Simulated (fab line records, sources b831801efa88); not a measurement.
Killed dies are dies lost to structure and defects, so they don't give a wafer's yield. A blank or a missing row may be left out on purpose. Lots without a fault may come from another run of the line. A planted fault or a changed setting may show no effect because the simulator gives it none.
fab line records | flow gf180mcu
record lots=5 wafers=15 last_day=33
route steps=602 shown VT_IMPLANT@131 MVSD@136 NWELL@137 LVPWELL@138 MVPSD@139 DUAL_GATE@141 POLY_GATE@157
lots that met no fault: from a run of the same line without faults
start_h: hours from the record's first day to the start of the lot's first wafer shown | wait_h: hours since the lot's step before | " the same as in the row above | L1.1+2: a row that stands for several wafers | - no value, or no start given | * or withheld: withheld | < > ~ a bound
route shown NAME@n: a module of which the file shows steps, and the number in the route of the first | usual: mean/standard deviation of fault-free wafers | same: alike in all rows | chamber/n: place in a boat | sites: the reading at each site | _std_site: their standard deviation | _edge_site: outer sites' mean less inner sites' | radius_mm: how far each site lies from the wafer's centre | mask NAME#n: copy n | behind: the tool/chamber that last shaped the wafer | hold: why the lot was held/for how many hours/how that ended | device: the transistor (n, p or np) that didn't switch | end of line: the same wafers' tests at the end of the route | a step without rows: its recipe alone | killed: dies lost to structure and defects at the first sort, not the wafer's yield | map: a wafer's dies, x killed, . not, _ none there
set.NAME: the setting as run; set.NAME@STEP: as run at that earlier step | model.NAME: the simulator's own value behind a step, which no gauge read
lots at some steps of the route; a table a step, a row a wafer
services: from which hour (start_h, from the record's first day; less than 0 if before it) a tool's chamber was out of use, for how many hours, and why
## steps
# step GF_VT_IMPLANT_IMPLANT_41
# recipe species=As energy_kev=70 dose_cm2=1.013e+12 tilt_deg=7
# columns lot.wafer tool chamber start_h wait_h
L076.2+3+5 implanter-03 0 178.05 0.0
L079.1+2+3 implanter-02 0 185.99 0.0
L080.1+3+4 implanter-02 0 198.84 0.0
L091.2+3+5 implanter-04 0 271.02 0.0
L093.2+4+5 implanter-02 0 284.45 0.0
# step GF_VT_IMPLANT_STRIP_42
# recipe chemistry=O2/N2 power_w=1400 pressure_mtorr=1500 platen_temp_c=250 o2_flow_sccm=3000 n2_flow_sccm=300 overash_fraction=0.5
# usual drypump_motor_current_A=6.0/0.43 heater_power_w=337/14 oes_product_au=0.715/0.0048 strip_time_to_endpoint_s=12.61/0.041
# columns lot.wafer tool chamber start_h wait_h drypump_motor_current_A heater_power_w oes_product_au rf_hours_counter_h strip_time_to_endpoint_s
L076.2 plasma_asher-02 0 178.18 0.1 5.3 353 0.718 38 12.52
L076.3 " 1 " " 6.4 348 0.714 - 12.51
L076.5 " 0 " " 5.4 357 0.708 - 12.53
L079.1 plasma_asher-04 1 186.14 0.1 6.6 333 0.716 8 12.65
L079.2 " 0 " " 6.0 317 0.724 8 12.65
L079.3 " 0 " " 6.0 331 0.714 - 12.66
L080.1 plasma_asher-04 1 198.99 0.1 6.6 330 0.707 9 12.66
L080.3 " 0 " " 5.9 331 0.710 - 12.67
L080.4 " 1 " " 6.6 327 0.718 - 12.64
L091.2 plasma_asher-03 1 271.14 0.1 5.6 346 0.712 61 12.55
L091.3 " 1 " " 5.6 354 0.715 - 12.54
L091.5 " 0 " " 6.1 314 0.719 - 12.62
L093.2 plasma_asher-02 0 284.58 0.1 5.4 362 0.714 50 12.57
L093.4 " 0 " " 5.4 343 0.716 - 12.52
L093.5 " 0 " " 5.3 358 0.713 - 12.54
# step GF_VT_IMPLANT_TW_MEAS_43
# usual VT_IMPLANT_4_TW=690/11
# columns lot.wafer tool chamber start_h wait_h VT_IMPLANT_4_TW
L076.2 film_metro-04 - 178.29 0.1 699
L076.3 " - " " 695
L076.5 " - " " 698
L079.1 film_metro-02 - 186.24 0.1 675
L079.2 " - " " 677
L079.3 " - " " 677
L080.1 film_metro-02 - 199.09 0.1 678
L080.3 " - " " 676
L080.4 " - " " 677
L091.2 film_metro-01 - 271.25 0.1 687
L091.3 " - " " 687
L091.5 " - " " 683
L093.2 film_metro-01 - 284.69 0.1 686
L093.4 " - " " 682
L093.5 " - " " 689
# step GF_VT_IMPLANT_CLEAN_44
# recipe chemistry=SC1/SC2 mix=1:4:20 temp_c=70 time_s=150 dry=n2_spin
# columns lot.wafer tool chamber start_h wait_h
L076.2+3+5 wet_bench-02 0 178.34 0.0
L079.1+2+3 wet_bench-01 3 186.30 0.1
L080.1+3+4 wet_bench-02 1 199.15 0.1
L091.2+3+5 wet_bench-04 0 271.30 0.0
L093.2+4+5 wet_bench-04 0 284.74 0.0
# step GF_VT_IMPLANT_RTA_45
# recipe temp_c=1050 time_s=30 ambient=N2
# usual lamp_power_pct=39.7/1.2 wafer_temp_C_max=1054.9/1.7
# columns lot.wafer tool chamber start_h wait_h lamp_power_pct wafer_temp_C_max
L076.2 rtp_anneal-02 0 178.40 0.0 38.1 1055.5
L076.3 " 0 " " 38.1 1056.7
L076.5 " 0 " " 38.1 1056.2
L079.1 rtp_anneal-02 0 186.35 0.0 38.2 1056.7
L079.2 " 0 " " 38.1 1056.4
L079.3 " 0 " " 38.1 1056.9
L080.1 rtp_anneal-01 0 199.25 0.0 40.5 1052.5
L080.3 " 0 " " 40.7 1054.2
L080.4 " 0 " " 40.6 1053.9
L091.2 rtp_anneal-01 0 271.37 0.0 40.7 1053.6
L091.3 " 0 " " 40.6 1053.0
L091.5 " 0 " " 40.6 1053.7
L093.2 rtp_anneal-01 0 284.80 0.0 40.6 1053.8
L093.4 " 0 " " 40.7 1052.8
L093.5 " 0 " " 40.6 1054.3
# step GF_VT_IMPLANT_RS_MEAS_46
# recipe thk_meas_gauge=four-point-probe
# usual MVSD_RS=457.2/1.1
# columns lot.wafer tool chamber start_h wait_h MVSD_RS[ohm/sq]
L076.2 film_metro-03 - 178.51 0.1 458.7
L076.3 " - " " 458.0
L076.5 " - " " 458.1
L079.1 film_metro-03 - 186.45 0.1 457.3
L079.2 " - " " 455.8
L079.3 " - " " 456.3
L080.1 film_metro-04 - 199.35 0.1 455.2
L080.3 " - " " 456.0
L080.4 " - " " 456.3
L091.2 film_metro-04 - 271.47 0.1 456.3
L091.3 " - " " 457.0
L091.5 " - " " 457.9
L093.2 film_metro-01 - 284.91 0.1 457.9
L093.4 " - " " 457.2
L093.5 " - " " 457.7
# step GF_VT_IMPLANT_RS_MEAS_47
# recipe thk_meas_gauge=four-point-probe
# usual NWELL_RS=487.8/1.4
# columns lot.wafer tool chamber start_h wait_h NWELL_RS[ohm/sq]
L076.2 film_metro-03 - 178.63 0.1 487.1
L076.3 " - " " 487.3
L076.5 " - " " 486.1
L079.1 film_metro-03 - 186.57 0.1 488.6
L079.2 " - " " 488.1
L079.3 " - " " 489.9
L080.1 film_metro-04 - 199.47 0.1 487.0
L080.3 " - " " 489.1
L080.4 " - " " 488.4
L091.2 film_metro-04 - 271.59 0.1 486.7
L091.3 " - " " 487.1
L091.5 " - " " 485.2
L093.2 film_metro-01 - 285.03 0.1 488.4
L093.4 " - " " 489.5
L093.5 " - " " 487.9
# step GF_VT_IMPLANT_RS_MEAS_48
# recipe thk_meas_gauge=four-point-probe
# usual LVPWELL_RS=1197/3.3
# columns lot.wafer tool chamber start_h wait_h LVPWELL_RS[ohm/sq]
L076.2 film_metro-03 - 178.75 0.1 1200
L076.3 " - " " 1200
L076.5 " - " " 1197
L079.1 film_metro-03 - 186.69 0.1 1200
L079.2 " - " " 1200
L079.3 " - " " 1199
L080.1 film_metro-04 - 199.59 0.1 1195
L080.3 " - " " 1193
L080.4 " - " " 1192
L091.2 film_metro-04 - 271.71 0.1 1198
L091.3 " - " " 1196
L091.5 " - " " 1193
L093.2 film_metro-01 - 285.15 0.1 1196
L093.4 " - " " 1199
L093.5 " - " " 1199
# step GF_VT_IMPLANT_RS_MEAS_49
# recipe thk_meas_gauge=four-point-probe
# usual MVPSD_RS=1169/3.2
# columns lot.wafer tool chamber start_h wait_h MVPSD_RS[ohm/sq]
L076.2 film_metro-03 - 178.87 0.1 1168
L076.3 " - " " 1165
L076.5 " - " " 1167
L079.1 film_metro-03 - 186.81 0.1 1169
L079.2 " - " " 1169
L079.3 " - " " 1167
L080.1 film_metro-04 - 199.71 0.1 1164
L080.3 " - " " 1165
L080.4 " - " " 1163
L091.2 film_metro-04 - 271.83 0.1 1166
L091.3 " - " " 1161
L091.5 " - " " 1165
L093.2 film_metro-01 - 285.27 0.1 1170
L093.4 " - " " 1169
L093.5 " - " " 1167
# step GF_VT_IMPLANT_WET_ETCH_50
# recipe chemistry=dHF target_depth_nm=20 target=SiO2 temp_c=25 dilution=100:1 time_s=400
# columns lot.wafer tool chamber start_h wait_h
L076.2+3+5 wet_bench-01 0 178.97 0.1
L079.1+2+3 wet_bench-04 1 186.93 0.1
L080.1+3+4 wet_bench-02 3 199.83 0.1
L091.2+3+5 wet_bench-01 0 271.93 0.1
L093.2+4+5 wet_bench-04 1 285.37 0.1
# step GF_DUAL_GATE_CLEAN_00
# recipe chemistry=SC1/SC2 mix=1:4:20 temp_c=70 time_s=150
# columns lot.wafer tool chamber start_h wait_h
L076.2+3+5 wet_bench-04 2 179.09 0.0
L079.1+2+3 wet_bench-01 2 187.08 0.0
L080.1+3+4 wet_bench-04 2 200.07 0.0
L091.2+3+5 wet_bench-02 0 272.05 0.0
L093.2+4+5 wet_bench-02 3 285.49 0.0
# step GF_DUAL_GATE_CLEAN_01
# recipe chemistry=dHF time_s=20 dilution=100:1 dry=ipa_marangoni
# columns lot.wafer tool chamber start_h wait_h
L076.2+3+5 wet_bench-01 1 179.14 0.0
L079.1+2+3 wet_bench-04 3 187.13 0.0
L080.1+3+4 wet_bench-01 2 200.13 0.0
L091.2+3+5 wet_bench-01 1 272.10 0.0
L093.2+4+5 wet_bench-01 1 285.54 0.0
# step GF_DUAL_GATE_OXIDATION_02
# recipe temp_c=900 ambient=O2 stabilise_s=600 purge_s=300 target_thk_a=108.87 ox_time_s=1602
# usual tube_center_temp_C_max=902.4/0.33 zone_power_centre_pct=17.4/0.62
# same purge_s=300
# columns lot.wafer tool chamber start_h wait_h tube_center_temp_C_max zone_power_centre_pct
L076.2 furnace-01 0 179.15 0.0 902.1 17.5
L076.3 " 0 " " 901.8 18.1
L076.5 " 0 " " 902.1 18.4
L079.1 furnace-02 0 187.14 0.0 902.7 16.9
L079.2 " 0 " " 902.2 17.1
L079.3 " 0 " " 902.6 16.8
L080.1 furnace-01 0 200.76 0.6 902.0 18.0
L080.3 " 0 " " 902.3 18.0
L080.4 " 0 " " 901.9 17.7
L091.2 furnace-02 0 272.12 0.0 902.1 16.8
L091.3 " 0 " " 902.1 16.4
L091.5 " 0 " " 902.2 16.7
L093.2 furnace-01 0 286.47 0.9 902.1 17.6
L093.4 " 0 " " 902.1 17.8
L093.5 " 0 " " 902.6 17.9
# step GF_DUAL_GATE_THK_MEAS_03
# recipe reads=SiO2_of_DUAL_GATE_OXIDATION_02
# usual DUAL_GATE_OXIDATION_00_THK=10.96/0.23
# columns lot.wafer tool chamber start_h wait_h DUAL_GATE_OXIDATION_00_THK[nm]
L076.2 film_metro-02 - 180.61 0.0 10.96
L076.3 " - " " 11.04
L076.5 " - " " 11.02
L079.1 film_metro-03 - 188.59 0.0 10.66
L079.2 " - " " 10.61
L079.3 " - " " 10.60
L080.1 film_metro-02 - 202.21 0.0 11.31
L080.3 " - " " 11.50
L080.4 " - " " 11.25
L091.2 film_metro-01 - 273.57 0.0 10.89
L091.3 " - " " 10.72
L091.5 " - " " 10.77
L093.2 film_metro-03 - 287.93 0.0 11.19
L093.4 " - " " 10.99
L093.5 " - " " 11.16
# step GF_DUAL_GATE_DEHYDRATE_04
# recipe temp_c=200 time_s=60
# usual heater_power_total_W=160.37/0.13 plate_temp_C=199.95/0.15
# columns lot.wafer tool chamber start_h wait_h heater_power_total_W plate_temp_C
L076.2 litho_track-04 0 188.43 7.8 160.39 199.77
L076.3 " 0 " " 160.21 199.85
L076.5 " 0 " " 160.34 199.89
L079.1 litho_track-04 0 197.20 8.6 160.44 199.93
L079.2 " 0 " " 160.36 199.93
L079.3 " 0 " " 160.47 199.88
L080.1 litho_track-01 0 209.94 7.7 160.25 200.01
L080.3 " 0 " " 160.40 199.71
L080.4 " 0 " " 160.36 199.84
L091.2 litho_track-02 0 282.43 8.8 160.26 199.87
L091.3 " 0 " " 160.55 199.99
L091.5 " 0 " " 160.59 200.11
L093.2 litho_track-04 0 297.68 9.7 160.34 200.16
L093.4 " 0 " " 160.41 199.99
L093.5 " 0 " " 160.36 200.35
# step GF_DUAL_GATE_HMDS_05
# recipe prime_time_s=60 prime_temp_c=120
# columns lot.wafer tool chamber start_h wait_h
L076.2+3+5 litho_track-04 0 188.58 0.1
L079.1+2+3 litho_track-04 0 197.35 0.1
L080.1+3+4 litho_track-01 0 210.09 0.1
L091.2+3+5 litho_track-02 0 282.58 0.1
L093.2+4+5 litho_track-04 0 297.83 0.1
# step GF_DUAL_GATE_COAT_06
# recipe resist=NOVOLAK spin_rpm=3000 resist_thk_nm=1000
# usual spin_speed_rpm=3000.2/2.2
# columns lot.wafer tool chamber start_h wait_h spin_speed_rpm
L076.2 litho_track-04 0 188.73 0.1 2997.5
L076.3 " 0 " " 3003.1
L076.5 " 0 " " 3001.9
L079.1 litho_track-04 0 197.50 0.1 3000.1
L079.2 " 0 " " 3000.2
L079.3 " 0 " " 3006.2
L080.1 litho_track-01 0 210.24 0.1 3000.4
L080.3 " 0 " " 3002.2
L080.4 " 0 " " 2999.1
L091.2 litho_track-02 0 282.73 0.1 2998.1
L091.3 " 0 " " 2998.1
L091.5 " 0 " " 3001.4
L093.2 litho_track-04 0 297.98 0.1 3000.6
L093.4 " 0 " " 2997.7
L093.5 " 0 " " 3002.4
# step GF_DUAL_GATE_SOFTBAKE_07
# recipe temp_c=90 time_s=60 resist=NOVOLAK
# usual heater_power_total_W=56.60/0.044 plate_temp_C=90.04/0.13
# columns lot.wafer tool chamber start_h wait_h heater_power_total_W plate_temp_C
L076.2 litho_track-04 0 188.88 0.1 56.52 89.93
L076.3 " 0 " " 56.58 89.98
L076.5 " 0 " " 56.54 90.07
L079.1 litho_track-04 0 197.65 0.1 56.63 89.86
L079.2 " 0 " " 56.71 89.92
L079.3 " 0 " " 56.57 89.82
L080.1 litho_track-01 0 210.39 0.1 56.58 89.91
L080.3 " 0 " " 56.58 89.97
L080.4 " 0 " " 56.66 90.08
L091.2 litho_track-02 0 282.88 0.1 56.58 89.87
L091.3 " 0 " " 56.57 90.01
L091.5 " 0 " " 56.49 90.03
L093.2 litho_track-04 0 298.13 0.1 56.66 90.10
L093.4 " 0 " " 56.57 90.13
L093.5 " 0 " " 56.58 90.08
# step GF_DUAL_GATE_EXPOSE_08
# recipe mask_id=Dualgate target_cd_nm=700 na=0.6 source_shape=conventional sigma_outer=0.6 dose_mj=140
# usual stage_vel_mm_s=500.01/0.25
# columns lot.wafer tool chamber start_h wait_h mask stage_vel_mm_s
L076.2 iline_stepper-02 0 - - Dualgate#0 500.02
L076.3 " 0 " " Dualgate#0 500.25
L076.5 " 0 " " Dualgate#0 499.96
L079.1 iline_stepper-02 0 - - Dualgate#0 499.67
L079.2 " 0 " " Dualgate#0 499.78
L079.3 " 0 " " Dualgate#0 500.18
L080.1 iline_stepper-02 0 - - Dualgate#0 499.94
L080.3 " 0 " " Dualgate#0 500.18
L080.4 " 0 " " Dualgate#0 499.63
L091.2 iline_stepper-01 0 - - Dualgate#0 500.16
L091.3 " 0 " " Dualgate#0 499.75
L091.5 " 0 " " Dualgate#0 499.98
L093.2 iline_stepper-01 0 - - Dualgate#0 499.82
L093.4 " 0 " " Dualgate#0 499.75
L093.5 " 0 " " Dualgate#0 499.76
# step GF_DUAL_GATE_PEB_09
# recipe temp_c=withheld time_s=* resist=NOVOLAK
# columns lot.wafer tool chamber start_h wait_h
L076.2+3+5 litho_track-01 0 - -
L079.1+2+3 litho_track-04 0 - -
L080.1+3+4 litho_track-02 0 - -
L091.2+3+5 litho_track-04 0 - -
L093.2+4+5 litho_track-02 0 - -
# step GF_DUAL_GATE_DEVELOP_10
# recipe develop_time_s=60 dev_temp_c=23
# columns lot.wafer tool chamber start_h wait_h
L076.2+3+5 litho_track-01 0 197.72 0.1
L079.1+2+3 litho_track-04 0 205.80 0.1
L080.1+3+4 litho_track-02 0 219.50 0.1
L091.2+3+5 litho_track-04 0 292.93 0.1
L093.2+4+5 litho_track-02 0 307.98 0.1
# step GF_DUAL_GATE_OVL_MEAS_11
# usual DUAL_GATE_OVL=0.2/1.4
# columns lot.wafer tool chamber start_h wait_h DUAL_GATE_OVL[nm]
L076.2 overlay-01 - 197.85 0.1 -0.2
L076.3 " - " " 0.8
L076.5 " - " " -0.1
L079.1 overlay-02 - 205.95 0.1 1.5
L079.2 " - " " 1.8
L079.3 " - " " 2.7
L080.1 overlay-02 - 219.65 0.1 0.4
L080.3 " - " " -0.3
L080.4 " - " " 1.5
L091.2 overlay-01 - 293.06 0.1 -1.0
L091.3 " - " " -2.8
L091.5 " - " " -1.6
L093.2 overlay-01 - 308.11 0.1 1.4
L093.4 " - " " -0.3
L093.5 " - " " -1.2
# step GF_DUAL_GATE_WET_ETCH_12
# recipe chemistry=dHF target_depth_nm=13 dry=n2_spin target=SiO2 temp_c=25 dilution=100:1 time_s=260
# columns lot.wafer tool chamber start_h wait_h
L076.2+3+5 wet_bench-01 1 197.88 0.0
L079.1+2+3 wet_bench-04 1 205.99 0.0
L080.1+3+4 wet_bench-04 3 219.69 0.0
L091.2+3+5 wet_bench-04 3 293.09 0.0
L093.2+4+5 wet_bench-01 1 308.14 0.0
# step GF_DUAL_GATE_STRIP_13
# recipe chemistry=O2/N2 power_w=1426 pressure_mtorr=1500 platen_temp_c=250 o2_flow_sccm=3000 n2_flow_sccm=300 overash_fraction=0.5
# usual drypump_motor_current_A=5.7/0.36 heater_power_w=331/12 oes_product_au=0.723/0.0045 strip_time_to_endpoint_s=12.45/0.034
# columns lot.wafer tool chamber start_h wait_h drypump_motor_current_A heater_power_w oes_product_au rf_hours_counter_h strip_time_to_endpoint_s
L076.2 plasma_asher-01 0 197.97 0.0 5.5 324 0.727 53 12.45
L076.3 " 0 " " 5.5 328 0.725 - 12.43
L076.5 " 1 " " 5.4 342 0.728 - 12.46
L079.1 plasma_asher-03 1 206.07 0.0 5.6 351 0.715 55 12.44
L079.2 " 0 " " 6.1 313 0.719 55 12.42
L079.3 " 0 " " 6.1 315 0.723 - 12.45
L080.1 plasma_asher-01 1 219.77 0.0 5.4 332 0.718 56 12.47
L080.3 " 0 " " 5.6 324 0.716 - 12.43
L080.4 " 1 " " 5.4 343 0.720 - 12.42
L091.2 plasma_asher-01 0 293.17 0.0 5.5 332 0.721 63 12.50
L091.3 " 1 " " 5.4 336 0.720 - 12.49
L091.5 " 0 " " 5.5 321 0.729 - 12.49
L093.2 plasma_asher-03 1 308.22 0.0 5.6 350 0.719 65 12.44
L093.4 " 0 " " 6.1 314 0.714 - 12.46
L093.5 " 1 " " 5.6 361 0.726 - 12.45
# step GF_DUAL_GATE_CLEAN_14
# recipe chemistry=SC1/SC2 mix=1:4:20 temp_c=70 time_s=150 dry=n2_spin
# columns lot.wafer tool chamber start_h wait_h
L076.2+3+5 wet_bench-04 2 198.07 0.1
L079.1+2+3 wet_bench-02 1 206.17 0.1
L080.1+3+4 wet_bench-02 2 219.87 0.1
L091.2+3+5 wet_bench-01 3 293.27 0.1
L093.2+4+5 wet_bench-04 0 308.32 0.1
# step GF_DUAL_GATE_OXIDATION_15
# recipe temp_c=850 ambient=O2 stabilise_s=600 purge_s=300 target_thk_a=70.98 ox_time_s=1995
# usual tube_center_temp_C_max=852.1/0.34 zone_power_centre_pct=15.3/0.49
# same purge_s=300
# columns lot.wafer tool chamber start_h wait_h tube_center_temp_C_max zone_power_centre_pct
L076.2 furnace-02 0 198.81 0.7 851.8 15.1
L076.3 " 0 " " 852.0 14.8
L076.5 " 0 " " 852.1 15.1
L079.1 furnace-02 0 206.57 0.4 852.5 14.8
L079.2 " 0 " " 852.2 14.9
L079.3 " 0 " " 852.2 15.0
L080.1 furnace-02 0 220.62 0.7 851.8 15.2
L080.3 " 0 " " 852.3 14.9
L080.4 " 0 " " 851.7 14.9
L091.2 furnace-02 0 293.32 0.0 852.1 15.0
L091.3 " 0 " " 852.2 15.1
L091.5 " 0 " " 852.0 15.1
L093.2 furnace-02 0 308.37 0.0 852.1 15.0
L093.4 " 0 " " 852.2 14.9
L093.5 " 0 " " 851.9 15.0
# step GF_POLY_GATE_CVD_00
# recipe material=poly-Si target_thk_nm=200 temp_c=620 time_s=1200 pressure_mtorr=200
# usual zone_power_centre_pct=8.4/0.37
# columns lot.wafer tool chamber start_h wait_h zone_power_centre_pct
L076.2 lpcvd-02 1 200.36 0.0 9.0
L076.3 " 1 " " 9.0
L076.5 " 1 " " 8.9
L079.1 lpcvd-01 0 208.62 0.5 7.7
L079.2 " 0 " " 7.8
L079.3 " 0 " " 7.7
L080.1 lpcvd-02 0 222.18 0.0 8.5
L080.3 " 0 " " 8.5
L080.4 " 0 " " 8.4
L091.2 lpcvd-01 1 294.87 0.0 8.4
L091.3 " 1 " " 8.3
L091.5 " 1 " " 8.5
L093.2 lpcvd-01 1 310.47 0.6 8.5
L093.4 " 1 " " 8.4
L093.5 " 1 " " 8.4
# step GF_POLY_GATE_THK_MEAS_01
# recipe reads=poly-Si_of_POLY_GATE_CVD_00
# usual POLY_GATE_CVD_00_THK=199.9/1.8
# columns lot.wafer tool chamber start_h wait_h POLY_GATE_CVD_00_THK[nm]
L076.2 film_metro-04 - 201.71 0.0 199.3
L076.3 " - " " 200.6
L076.5 " - " " 199.7
L079.1 film_metro-04 - 209.95 0.0 199.8
L079.2 " - " " 197.7
L079.3 " - " " 198.2
L080.1 film_metro-04 - 223.51 0.0 198.2
L080.3 " - " " 197.1
L080.4 " - " " 196.5
L091.2 film_metro-03 - 296.22 0.0 200.1
L091.3 " - " " 200.4
L091.5 " - " " 200.9
L093.2 film_metro-02 - 311.82 0.0 199.2
L093.4 " - " " 198.2
L093.5 " - " " 199.7
# step GF_POLY_GATE_DEHYDRATE_02
# recipe temp_c=200 time_s=60
# usual heater_power_total_W=160.37/0.12 plate_temp_C=200.01/0.15
# columns lot.wafer tool chamber start_h wait_h heater_power_total_W plate_temp_C
L076.2 litho_track-01 0 209.22 7.5 160.34 199.95
L076.3 " 0 " " 160.66 199.96
L076.5 " 0 " " 160.41 200.20
L079.1 litho_track-01 0 218.19 8.2 160.37 200.04
L079.2 " 0 " " 160.35 200.19
L079.3 " 0 " " 160.24 200.16
L080.1 litho_track-04 0 231.45 7.9 160.16 199.80
L080.3 " 0 " " 160.22 199.90
L080.4 " 0 " " 160.30 199.64
L091.2 litho_track-04 0 305.78 9.6 160.49 199.95
L091.3 " 0 " " 160.37 200.13
L091.5 " 0 " " 160.41 200.17
L093.2 litho_track-01 0 321.46 9.6 160.44 200.04
L093.4 " 0 " " 160.32 200.11
L093.5 " 0 " " 160.39 199.86
# step GF_POLY_GATE_HMDS_03
# recipe prime_time_s=60 prime_temp_c=120
# columns lot.wafer tool chamber start_h wait_h
L076.2+3+5 litho_track-01 0 209.37 0.1
L079.1+2+3 litho_track-01 0 218.34 0.1
L080.1+3+4 litho_track-04 0 231.60 0.1
L091.2+3+5 litho_track-04 0 305.93 0.1
L093.2+4+5 litho_track-01 0 321.61 0.1
# step GF_POLY_GATE_COAT_04
# recipe resist=BARC temp_c=withheld time_s=withheld spin_rpm=withheld resist_thk_nm=withheld
# columns lot.wafer tool chamber start_h wait_h
L076.2+3+5 litho_track-01 0 209.52 0.1
L079.1+2+3 litho_track-01 0 218.49 0.1
L080.1+3+4 litho_track-04 0 231.75 0.1
L091.2+3+5 litho_track-04 0 306.08 0.1
L093.2+4+5 litho_track-01 0 321.76 0.1
# step GF_POLY_GATE_COAT_05
# recipe resist=KrF spin_rpm=withheld resist_thk_nm=700
# columns lot.wafer tool chamber start_h wait_h
L076.2+3+5 litho_track-01 0 - -
L079.1+2+3 litho_track-01 0 - -
L080.1+3+4 litho_track-04 0 - -
L091.2+3+5 litho_track-04 0 - -
L093.2+4+5 litho_track-01 0 - -
# step GF_POLY_GATE_SOFTBAKE_06
# recipe temp_c=130 time_s=60 resist=KrF
# usual heater_power_total_W=93.05/0.062 plate_temp_C=130.00/0.12
# columns lot.wafer tool chamber start_h wait_h heater_power_total_W plate_temp_C
L076.2 litho_track-01 0 - - 93.01 129.81
L076.3 " 0 " " 93.00 130.04
L076.5 " 0 " " 93.01 129.90
L079.1 litho_track-01 0 - - 93.11 129.94
L079.2 " 0 " " 93.03 130.25
L079.3 " 0 " " 92.95 130.01
L080.1 litho_track-04 0 - - 93.03 129.98
L080.3 " 0 " " 92.97 130.04
L080.4 " 0 " " 93.08 130.13
L091.2 litho_track-04 0 - - 93.03 129.94
L091.3 " 0 " " 93.02 129.93
L091.5 " 0 " " 93.10 129.99
L093.2 litho_track-01 0 - - 93.07 129.95
L093.4 " 0 " " 93.06 129.84
L093.5 " 0 " " 93.04 129.97
# step GF_POLY_GATE_EXPOSE_07
# recipe mask_id=Poly2 target_cd_nm=280 na=0.68 source_shape=conventional sigma_outer=0.6 dose_mj=28
# usual stage_vel_mm_s=499.97/0.27
# columns lot.wafer tool chamber start_h wait_h mask stage_vel_mm_s
L076.2 krf_scanner-01 0 - - Poly2#0 499.56
L076.3 " 0 " " Poly2#0 500.16
L076.5 " 0 " " Poly2#0 499.79
L079.1 krf_scanner-01 0 - - Poly2#0 500.07
L079.2 " 0 " " Poly2#0 500.01
L079.3 " 0 " " Poly2#0 500.17
L080.1 krf_scanner-01 0 - - Poly2#0 500.07
L080.3 " 0 " " Poly2#0 500.42
L080.4 " 0 " " Poly2#0 499.94
L091.2 krf_scanner-02 0 - - Poly2#0 499.52
L091.3 " 0 " " Poly2#0 499.79
L091.5 " 0 " " Poly2#0 500.22
L093.2 krf_scanner-02 0 - - Poly2#0 500.16
L093.4 " 0 " " Poly2#0 499.97
L093.5 " 0 " " Poly2#0 499.89
# step GF_POLY_GATE_PEB_08
# recipe peb_temp_c=133.7 peb_time_s=90 resist=KrF
# usual heater_power_total_W=84.61/0.088 plate_temp_C=133.70/0.13
# columns lot.wafer tool chamber start_h wait_h heater_power_total_W plate_temp_C
L076.2 litho_track-04 0 - - 84.48 133.72
L076.3 " 0 " " 84.64 133.55
L076.5 " 0 " " 84.73 133.73
L079.1 litho_track-01 0 - - 84.54 133.39
L079.2 " 0 " " 84.73 133.44
L079.3 " 0 " " 84.50 133.65
L080.1 litho_track-04 0 - - 84.64 133.92
L080.3 " 0 " " 84.73 133.76
L080.4 " 0 " " 84.56 133.67
L091.2 litho_track-03 0 - - 84.62 133.81
L091.3 " 0 " " 84.56 133.66
L091.5 " 0 " " 84.50 133.78
L093.2 litho_track-03 0 - - 84.59 133.76
L093.4 " 0 " " 84.53 133.72
L093.5 " 0 " " 84.55 134.03
# step GF_POLY_GATE_DEVELOP_09
# recipe develop_time_s=60 resist=KrF dev_temp_c=21
# columns lot.wafer tool chamber start_h wait_h
L076.2+3+5 litho_track-04 0 218.73 0.2
L079.1+2+3 litho_track-01 0 227.14 0.2
L080.1+3+4 litho_track-04 0 240.65 0.2
L091.2+3+5 litho_track-03 0 316.63 0.2
L093.2+4+5 litho_track-03 0 332.58 0.2
# step GF_POLY_GATE_CD_MEAS_10
# recipe target_cd_nm=280
# usual cd_nm=280.5/1.1
# columns lot.wafer tool chamber start_h wait_h cd_nm
L076.2 cd_sem-01 - 218.87 0.1 280.7
L076.3 " - " " 281.4
L076.5 " - " " 280.8
L079.1 cd_sem-01 - 227.29 0.1 281.5
L079.2 " - " " 281.0
L079.3 " - " " 282.4
L080.1 cd_sem-01 - 240.80 0.1 278.5
L080.3 " - " " 278.4
L080.4 " - " " 279.4
L091.2 cd_sem-01 - 316.78 0.1 281.7
L091.3 " - " " 280.6
L091.5 " - " " 282.7
L093.2 cd_sem-01 - 332.73 0.1 281.2
L093.4 " - " " 281.4
L093.5 " - " " 281.0
# step GF_POLY_GATE_OVL_MEAS_11
# usual POLY_GATE_OVL=0/5.4
# columns lot.wafer tool chamber start_h wait_h POLY_GATE_OVL[nm]
L076.2 overlay-02 - 218.98 0.1 -4
L076.3 " - " " -5
L076.5 " - " " -3
L079.1 overlay-02 - 227.41 0.1 3
L079.2 " - " " 6
L079.3 " - " " 2
L080.1 overlay-02 - 240.92 0.1 1
L080.3 " - " " 0
L080.4 " - " " -2
L091.2 overlay-01 - 316.88 0.1 -6
L091.3 " - " " -4
L091.5 " - " " 3
L093.2 overlay-01 - 332.83 0.1 -5
L093.4 " - " " 0
L093.5 " - " " 0
## services
# columns tool chamber start_h hours kind
plasma_asher-01 - 157.60 0.9 repair
krf_scanner-02 - 162.59 1.0 pm
krf_scanner-02 - 163.59 1.3 pm
plasma_asher-03 - 166.52 0.7 repair
iline_stepper-01 - 174.75 1.7 pm
wet_bench-01 - 200.20 1.9 pm
krf_scanner-01 - 202.78 1.0 pm
furnace-02 - 211.27 3.2 pm
iline_stepper-02 - 211.35 1.7 pm
plasma_asher-01 - 211.61 2.8 pm
krf_scanner-01 - 217.24 1.3 pm
furnace-01 - 227.49 3.7 pm
furnace-01 - 232.78 3.1 pm
krf_scanner-01 - 233.31 2.1 repair
implanter-02 - 252.76 3.4 pm
implanter-02 - 257.16 0.7 repair
krf_scanner-01 - 262.63 0.8 pm
implanter-02 - 267.44 6.3 repair
lpcvd-01 - 273.94 0.7 repair
implanter-02 - 275.99 4.6 pm
rtp_anneal-01 - 309.52 2.8 pm
plasma_asher-03 - 323.45 2.5 repair
implanter-02 - 324.84 19.1 repair
furnace-01 - 325.48 4.8 repair
## key
fault none
